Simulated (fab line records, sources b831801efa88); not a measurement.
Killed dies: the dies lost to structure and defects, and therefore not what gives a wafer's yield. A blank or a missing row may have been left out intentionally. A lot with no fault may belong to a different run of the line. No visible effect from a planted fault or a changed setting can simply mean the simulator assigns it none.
Which tool is to blame? | flow sky130 | 10 lots (29 wafers sampled), 1 step of a 708-step route

WHAT THE GAUGES READ, wafer by wafer
SKY_VIA3_RS_MEAS_22: uses a four-point probe to measure. Usual: VIA3_W_RS gives 0.2956 ohm/sq (standard deviation 0.0028).
lot  | measured     | on           | VIA3_W_RS (ohm/sq)   | flag
L433 | day 40 05:11 | filmMetro-04 | 0.2932 0.2964 0.2967 | 
L434 | day 41 10:48 | filmMetro-04 | 0.2954 0.2958 0.2950 | 
L436 | day 41 19:55 | filmMetro-03 | 0.2912 0.2903 0.2926 | 
L437 | day 41 23:37 | filmMetro-04 | 0.2943 0.2916 0.2912 | 
L441 | day 42 13:31 | filmMetro-04 | 0.2982 0.2964 0.2958 | 
L444 | day 43 16:56 | filmMetro-02 | 0.2942 0.2955        | 
L446 | day 44 12:44 | filmMetro-03 | 0.2959 0.2955 0.2932 | 
L450 | day 45 18:07 | filmMetro-04 | 0.2951 0.2963 0.2907 | 
L451 | day 46 00:58 | filmMetro-03 | 0.2949 0.2959 0.2987 | 
L452 | day 46 05:28 | filmMetro-02 | 0.2973 0.2929 0.2917 | 

WHICH TOOL RAN EACH LOT (tool, then ch and the chambers of the sampled wafers, then the start)
There is no process step in the record ahead of these readings.

AS READ BY THE TOOLS THEMSELVES (means over the sampled wafers that have a number; for cases with no such wafer, the mark the record gives instead)
The record holds no such reading with a usual standard deviation.

THE ANSWER, worked out from the rows above alone
Rule: take the mean of a lot's wafers that have a number; if it is more than 3 standard deviations from the usual mean, the lot is off. Also off: a lot with no number at a reading for which 4 or more lots have one. The other lots that the step has rows for count as sound. Order of review: gauges by route order, followed by the tools' own readings, for which a lot's mean as printed above is used. The first step at which some lot is off is used, and at that step the reading that is off furthest; a lot without a number counts as furthest.
Nothing can be told from this: no lot is off at any reading shown.

WHAT THE SIMULATOR HAD INSERTED
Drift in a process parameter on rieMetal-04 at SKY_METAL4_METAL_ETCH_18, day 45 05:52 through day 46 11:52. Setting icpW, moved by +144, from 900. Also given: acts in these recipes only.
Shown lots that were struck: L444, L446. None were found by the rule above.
